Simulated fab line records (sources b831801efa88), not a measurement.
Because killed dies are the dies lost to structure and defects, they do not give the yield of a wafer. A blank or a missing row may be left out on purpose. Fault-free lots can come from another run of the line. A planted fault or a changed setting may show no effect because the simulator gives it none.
Which tool did it? :: flow gf180mcu :: 12 lots with 36 wafers sampled at 4 steps, on a route of 602 steps

== WHAT EACH GAUGE READ, for each wafer ==
GF_M4_CD_MEAS_14: target cd 280 nm. Usual: cd_nm 280.1 nm, standard deviation 1.1.
lot: L628
measured: day 24 04:35
on: cd_sem-02
cd_nm (nm): 279.5 277.7 278.9
flag: 

lot: L629
measured: day 24 13:30
on: cd_sem-02
cd_nm (nm): 280.6 279.7 280.3
flag: 

lot: L632
measured: day 25 22:50
on: cd_sem-01
cd_nm (nm): 278.7 279.6 278.2
flag: 

lot: L633
measured: day 26 06:52
on: cd_sem-01
cd_nm (nm): 281.7 280.2 280.1
flag: 

lot: L635
measured: day 26 12:41
on: cd_sem-01
cd_nm (nm): 280.0 281.6 281.5
flag: 

lot: L637
measured: day 27 21:26
on: cd_sem-02
cd_nm (nm): 279.1 279.5 278.8
flag: 

lot: L640
measured: day 28 04:53
on: cd_sem-02
cd_nm (nm): 278.5 279.5 278.6
flag: 

lot: L646
measured: day 29 20:10
on: cd_sem-02
cd_nm (nm): 279.8 279.1 279.4
flag: 

lot: L647
measured: day 30 00:56
on: cd_sem-02
cd_nm (nm): 280.6 281.3 280.3
flag: 

lot: L648
measured: day 30 07:11
on: cd_sem-02
cd_nm (nm): 280.2 279.4 280.9
flag: 

lot: L649
measured: day 30 14:00
on: cd_sem-01
cd_nm (nm): 279.0 279.6 279.8
flag: 

lot: L650
measured: day 30 15:29
on: cd_sem-01
cd_nm (nm): 278.5 278.1 279.3
flag: 

GF_V4_CD_MEAS_14: target cd 260 nm. Usual: cd_nm 259.9 nm, standard deviation 1.2.
lot: L628
measured: day 25 04:23
on: cd_sem-01
cd_nm (nm): 257.7 257.7 257.6
flag: 

lot: L629
measured: day 25 12:17
on: cd_sem-02
cd_nm (nm): 258.0 259.1 259.4
flag: 

lot: L632
measured: day 26 20:56
on: cd_sem-01
cd_nm (nm): 260.8 259.7 260.3
flag: 

lot: L633
measured: day 27 05:52
on: cd_sem-01
cd_nm (nm): 262.1 262.5 262.6
flag: 

lot: L635
measured: day 27 11:02
on: cd_sem-02
cd_nm (nm): 261.2 260.3 261.3
flag: 

lot: L637
measured: day 28 19:08
on: cd_sem-02
cd_nm (nm): 261.3 260.8 261.2
flag: 

lot: L640
measured: day 29 02:05
on: cd_sem-02
cd_nm (nm): 259.8 258.9 259.0
flag: 

lot: L646
measured: day 30 16:16
on: cd_sem-02
cd_nm (nm): 258.6 257.9 258.9
flag: 

lot: L647
measured: day 30 21:26
on: cd_sem-01
cd_nm (nm): 257.1 257.6 257.6
flag: 

lot: L648
measured: day 31 03:18
on: cd_sem-02
cd_nm (nm): 258.9 258.2 259.0
flag: 

lot: L649
measured: day 31 10:22
on: cd_sem-02
cd_nm (nm): 257.2 256.4 258.0
flag: 

lot: L650
measured: day 31 11:05
on: cd_sem-02
cd_nm (nm): 258.7 260.0 260.5
flag: 

== WHICH TOOL RAN EACH LOT (tool, then ch and the chambers of the sampled wafers, then the start) ==
lot: L628
GF_M4_STRIP_17: plasma_asher-04 ch 0,1, day 24 04:53
GF_V4_COAT_09: litho_track-01 ch 0, day 24 17:00

lot: L629
GF_M4_STRIP_17: plasma_asher-04 ch 0,1, day 24 13:45
GF_V4_COAT_09: litho_track-02 ch 0, day 25 02:00

lot: L632
GF_M4_STRIP_17: plasma_asher-02 ch 0,1, day 25 23:13
GF_V4_COAT_09: litho_track-03 ch 0, day 26 10:00

lot: L633
GF_M4_STRIP_17: plasma_asher-03 ch 0,1, day 26 07:13
GF_V4_COAT_09: litho_track-01 ch 0, day 26 19:00

lot: L635
GF_M4_STRIP_17: plasma_asher-04 ch 0,1, day 26 12:57
GF_V4_COAT_09: litho_track-03 ch 0, day 27 01:00

lot: L637
GF_M4_STRIP_17: plasma_asher-03 ch 0,1, day 27 21:42
GF_V4_COAT_09: litho_track-02 ch 0, day 28 08:00

lot: L640
GF_M4_STRIP_17: plasma_asher-03 ch 0,1, day 28 05:09
GF_V4_COAT_09: litho_track-03 ch 0, day 28 16:00

lot: L646
GF_M4_STRIP_17: plasma_asher-04 ch 0,1, day 29 20:24
GF_V4_COAT_09: litho_track-02 ch 0, day 30 06:00

lot: L647
GF_M4_STRIP_17: plasma_asher-02 ch 1, day 30 01:13
GF_V4_COAT_09: litho_track-02 ch 0, day 30 12:00

lot: L648
GF_M4_STRIP_17: plasma_asher-03 ch 0,1, day 30 07:32
GF_V4_COAT_09: litho_track-01 ch 0, day 30 17:00

lot: L649
GF_M4_STRIP_17: plasma_asher-04 ch 0,1, day 30 14:18
GF_V4_COAT_09: litho_track-02 ch 0, day 31 00:00

lot: L650
GF_M4_STRIP_17: plasma_asher-04 ch 0,1, day 30 15:45
GF_V4_COAT_09: litho_track-01 ch 0, day 31 01:00
- GF_M4_STRIP_17: strips in O2/N2.
- GF_V4_COAT_09: resist thk 1000 nm.

== AS READ BY THE TOOLS THEMSELVES (means over the sampled wafers that have a number; for cases with no such wafer, the mark the record gives instead) ==
GF_M4_STRIP_17. Usual: drypump_motor_current_A 5.9 A, standard deviation 0.44; heater_power_w 336 W, standard deviation 20; oes_product_au 0.559 a.u., standard deviation 0.005; strip_time_to_endpoint_s 7.90 s, standard deviation 0.039.
lot: L628
tool: plasma_asher-04
drypump_motor_current_A (A): 5.9
heater_power_w (W): 334
oes_product_au (a.u.): 0.558
strip_time_to_endpoint_s (s): 7.91
flag: 

lot: L629
tool: plasma_asher-04
drypump_motor_current_A (A): 5.8
heater_power_w (W): 327
oes_product_au (a.u.): 0.556
strip_time_to_endpoint_s (s): 7.85
flag: 

lot: L632
tool: plasma_asher-02
drypump_motor_current_A (A): 6.0
heater_power_w (W): 343
oes_product_au (a.u.): 0.562
strip_time_to_endpoint_s (s): 7.92
flag: 

lot: L633
tool: plasma_asher-03
drypump_motor_current_A (A): 5.9
heater_power_w (W): 343
oes_product_au (a.u.): 0.560
strip_time_to_endpoint_s (s): 7.96
flag: 

lot: L635
tool: plasma_asher-04
drypump_motor_current_A (A): 5.9
heater_power_w (W): 337
oes_product_au (a.u.): 0.561
strip_time_to_endpoint_s (s): 7.88
flag: 

lot: L637
tool: plasma_asher-03
drypump_motor_current_A (A): 5.5
heater_power_w (W): 340
oes_product_au (a.u.): 0.554
strip_time_to_endpoint_s (s): 7.89
flag: 

lot: L640
tool: plasma_asher-03
drypump_motor_current_A (A): 5.9
heater_power_w (W): 343
oes_product_au (a.u.): 0.552
strip_time_to_endpoint_s (s): 7.87
flag: 

lot: L646
tool: plasma_asher-04
drypump_motor_current_A (A): 5.9
heater_power_w (W): 336
oes_product_au (a.u.): 0.557
strip_time_to_endpoint_s (s): 7.88
flag: 

lot: L647
tool: plasma_asher-02
drypump_motor_current_A (A): 5.6
heater_power_w (W): 362
oes_product_au (a.u.): 0.550
strip_time_to_endpoint_s (s): 7.85
flag: 

lot: L648
tool: plasma_asher-03
drypump_motor_current_A (A): 5.9
heater_power_w (W): 348
oes_product_au (a.u.): 0.565
strip_time_to_endpoint_s (s): 7.91
flag: 

lot: L649
tool: plasma_asher-04
drypump_motor_current_A (A): 5.9
heater_power_w (W): 330
oes_product_au (a.u.): 0.557
strip_time_to_endpoint_s (s): 7.86
flag: 

lot: L650
tool: plasma_asher-04
drypump_motor_current_A (A): 5.8
heater_power_w (W): 330
oes_product_au (a.u.): 0.564
strip_time_to_endpoint_s (s): 7.92
flag: 

GF_V4_COAT_09. Usual: dispense_pressure_kPa 50.2 kPa, standard deviation 1.6.
lot: L628
tool: litho_track-01
dispense_pressure_kPa (kPa): 51.8
flag: 

lot: L629
tool: litho_track-02
dispense_pressure_kPa (kPa): 48.2
flag: 

lot: L632
tool: litho_track-03
dispense_pressure_kPa (kPa): 50.2
flag: 

lot: L633
tool: litho_track-01
dispense_pressure_kPa (kPa): 51.9
flag: 

lot: L635
tool: litho_track-03
dispense_pressure_kPa (kPa): 50.1
flag: 

lot: L637
tool: litho_track-02
dispense_pressure_kPa (kPa): 48.2
flag: 

lot: L640
tool: litho_track-03
dispense_pressure_kPa (kPa): 50.1
flag: 

lot: L646
tool: litho_track-02
dispense_pressure_kPa (kPa): 48.2
flag: 

lot: L647
tool: litho_track-02
dispense_pressure_kPa (kPa): 48.2
flag: 

lot: L648
tool: litho_track-01
dispense_pressure_kPa (kPa): 51.8
flag: 

lot: L649
tool: litho_track-02
dispense_pressure_kPa (kPa): 48.3
flag: 

lot: L650
tool: litho_track-01
dispense_pressure_kPa (kPa): 51.8
flag: 

== THE ANSWER, worked out from the rows above alone ==
Rule: a lot counts as off when the mean over its wafers that have a number is more than 3 standard deviations away from the usual mean. Also off: a lot with no number at a reading for which 4 or more lots have one. Any other lot the step has rows for is counted as sound. Order of review: gauges by route order, followed by the tools' own readings, for which a lot's mean as printed above is used. The first step at which some lot is off is used, and at that step the reading that is off furthest; a lot without a number counts as furthest.
No lot is off on any of the readings shown, so nothing can be concluded from this.

== WHAT THE SIMULATOR HAD INSERTED ==
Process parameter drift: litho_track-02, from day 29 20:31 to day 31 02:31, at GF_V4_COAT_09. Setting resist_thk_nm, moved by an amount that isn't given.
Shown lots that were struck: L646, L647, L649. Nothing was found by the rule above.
